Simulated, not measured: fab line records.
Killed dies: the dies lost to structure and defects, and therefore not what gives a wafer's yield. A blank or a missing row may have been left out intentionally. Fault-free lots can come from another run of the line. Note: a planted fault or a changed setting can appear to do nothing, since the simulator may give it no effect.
Lot-split experiment / flow sky130 / route with 708 steps; 5 lots, 23 wafers read

## ABOUT THE SPLIT
At SKY_VIA3_ETCH_15 (etches SiO2 in C4F8/O2/Ar, stops on TiN, target depth 507 nm, time 78 s), the setting time s was moved away from the recipe's 78 s on 4 of the 23 wafers read, by -14.4% to -6.0%. The other wafers ran this setting at the recipe's value.

The split's own step is where the reading is taken.

## THE READING
oes product au, in a.u., at SKY_VIA3_ETCH_15 (etches SiO2 in C4F8/O2/Ar, stops on TiN, target depth 507 nm, time 78 s). Typical for fault-free wafers on this fab line: 0.947 a.u., with standard deviation 0.0044 a.u.

wafer=L074.1; tool, chamber at the split=rie diel-03, 1; time s as run, s=73.29; against the recipe=-6.0%; oes product au, a.u.=0.968; against lot-mates on the recipe=+0.026
wafer=L074.2; tool, chamber at the split=rie diel-03, 2; time s as run, s=78; against the recipe=recipe; oes product au, a.u.=0.943; against lot-mates on the recipe=-
wafer=L074.3; tool, chamber at the split=rie diel-03, 0; time s as run, s=78; against the recipe=recipe; oes product au, a.u.=0.944; against lot-mates on the recipe=-
wafer=L074.5; tool, chamber at the split=rie diel-03, 0; time s as run, s=73.29; against the recipe=-6.0%; oes product au, a.u.=0.992; against lot-mates on the recipe=+0.050
wafer=L074.6; tool, chamber at the split=rie diel-03, 2; time s as run, s=78; against the recipe=recipe; oes product au, a.u.=0.939; against lot-mates on the recipe=-
wafer=L079.2; tool, chamber at the split=rie diel-02, 0; time s as run, s=78; against the recipe=recipe; oes product au, a.u.=0.940; against lot-mates on the recipe=-
wafer=L079.4; tool, chamber at the split=rie diel-02, 2; time s as run, s=78; against the recipe=recipe; oes product au, a.u.=0.953; against lot-mates on the recipe=-
wafer=L079.5; tool, chamber at the split=rie diel-02, 3; time s as run, s=78; against the recipe=recipe; oes product au, a.u.=0.951; against lot-mates on the recipe=-
wafer=L082.1; tool, chamber at the split=rie diel-04, 0; time s as run, s=78; against the recipe=recipe; oes product au, a.u.=0.945; against lot-mates on the recipe=-
wafer=L082.2; tool, chamber at the split=rie diel-04, 1; time s as run, s=78; against the recipe=recipe; oes product au, a.u.=0.946; against lot-mates on the recipe=-
wafer=L082.3; tool, chamber at the split=rie diel-04, 2; time s as run, s=78; against the recipe=recipe; oes product au, a.u.=0.948; against lot-mates on the recipe=-
wafer=L082.4; tool, chamber at the split=rie diel-04, 3; time s as run, s=78; against the recipe=recipe; oes product au, a.u.=0.946; against lot-mates on the recipe=-
wafer=L082.6; tool, chamber at the split=rie diel-04, 0; time s as run, s=78; against the recipe=recipe; oes product au, a.u.=0.950; against lot-mates on the recipe=-
wafer=L081.1; tool, chamber at the split=rie diel-02, 0; time s as run, s=78; against the recipe=recipe; oes product au, a.u.=0.947; against lot-mates on the recipe=-
wafer=L081.2; tool, chamber at the split=rie diel-02, 2; time s as run, s=78; against the recipe=recipe; oes product au, a.u.=0.943; against lot-mates on the recipe=-
wafer=L081.3; tool, chamber at the split=rie diel-02, 1; time s as run, s=78; against the recipe=recipe; oes product au, a.u.=0.945; against lot-mates on the recipe=-
wafer=L081.4; tool, chamber at the split=rie diel-02, 3; time s as run, s=78; against the recipe=recipe; oes product au, a.u.=0.950; against lot-mates on the recipe=-
wafer=L081.6; tool, chamber at the split=rie diel-02, 3; time s as run, s=78; against the recipe=recipe; oes product au, a.u.=0.949; against lot-mates on the recipe=-
wafer=L084.1; tool, chamber at the split=rie diel-02, 1; time s as run, s=66.75; against the recipe=-14.4%; oes product au, a.u.=0.995; against lot-mates on the recipe=+0.047
wafer=L084.2; tool, chamber at the split=rie diel-02, 0; time s as run, s=78; against the recipe=recipe; oes product au, a.u.=0.943; against lot-mates on the recipe=-
wafer=L084.3; tool, chamber at the split=rie diel-02, 3; time s as run, s=66.75; against the recipe=-14.4%; oes product au, a.u.=0.996; against lot-mates on the recipe=+0.048
wafer=L084.4; tool, chamber at the split=rie diel-02, 2; time s as run, s=78; against the recipe=recipe; oes product au, a.u.=0.949; against lot-mates on the recipe=-
wafer=L084.6; tool, chamber at the split=rie diel-02, 1; time s as run, s=78; against the recipe=recipe; oes product au, a.u.=0.953; against lot-mates on the recipe=-

THE FIT
A straight line over all 23 wafers: oes product au changes by -0.00366 a.u. for each +1% of time s; r = -0.93; the points scatter about the line by 0.0064 a.u.
The same after taking each lot's own level away (the mean of its wafers on the recipe; 23 wafers): -0.00364 a.u. for each +1%; r = -0.92; scatter 0.0071 a.u.
The reading moves by 0.053 a.u. for the largest change in time s, on that fit.
Across the lots, their own levels run from 0.9420 to 0.9483 a.u., a range of 1.4 times the standard deviation given above.
Hence the lot-to-lot level has little effect on the slope; both slopes agree.
Check: for one of the wafers moved furthest among these (-14.4%), held out of the fit, the line's prediction against its lot-mates is +0.0586 a.u. It came out at +0.0467 a.u. against them.
Tool readings at the split's step, against how far the setting was moved: oes product au r = -0.93.

## THE WHOLE CHAIN: every reading that the file lists as answering this split, in the file's order
step=SKY_VIA3_ETCH_15; what it does=etches SiO2 in C4F8/O2/Ar, stops on TiN, target depth 507 nm, time 78 s; reading=oes product au; change (the file's fit)=-0.00373 a.u. for each +1% of the setting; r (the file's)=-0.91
step=SKY_VIA3_ETCH_15; what it does=etches SiO2 in C4F8/O2/Ar, stops on TiN, target depth 507 nm, time 78 s; reading=VIA3.feature depth nm (the simulator's own value, which no gauge read); change (the file's fit)=+1.94 nm for each +1% of the setting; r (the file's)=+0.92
step=SKY_VIA3_ETCH_15; what it does=etches SiO2 in C4F8/O2/Ar, stops on TiN, target depth 507 nm, time 78 s; reading=KrF-thick_of_VIA3_COAT_07.thk nm (the simulator's own value, which no gauge read); change (the file's fit)=-1.03 nm for each +1% of the setting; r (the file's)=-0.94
step=SKY_VIA3_STRIP_16; what it does=strips in O2/N2; reading=strip time to endpoint s; change (the file's fit)=withheld for each +1% of the setting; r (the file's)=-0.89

## FILE'S OWN FIT
oes product au changes by -0.00373 a.u. for each +1% of time s, r = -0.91.
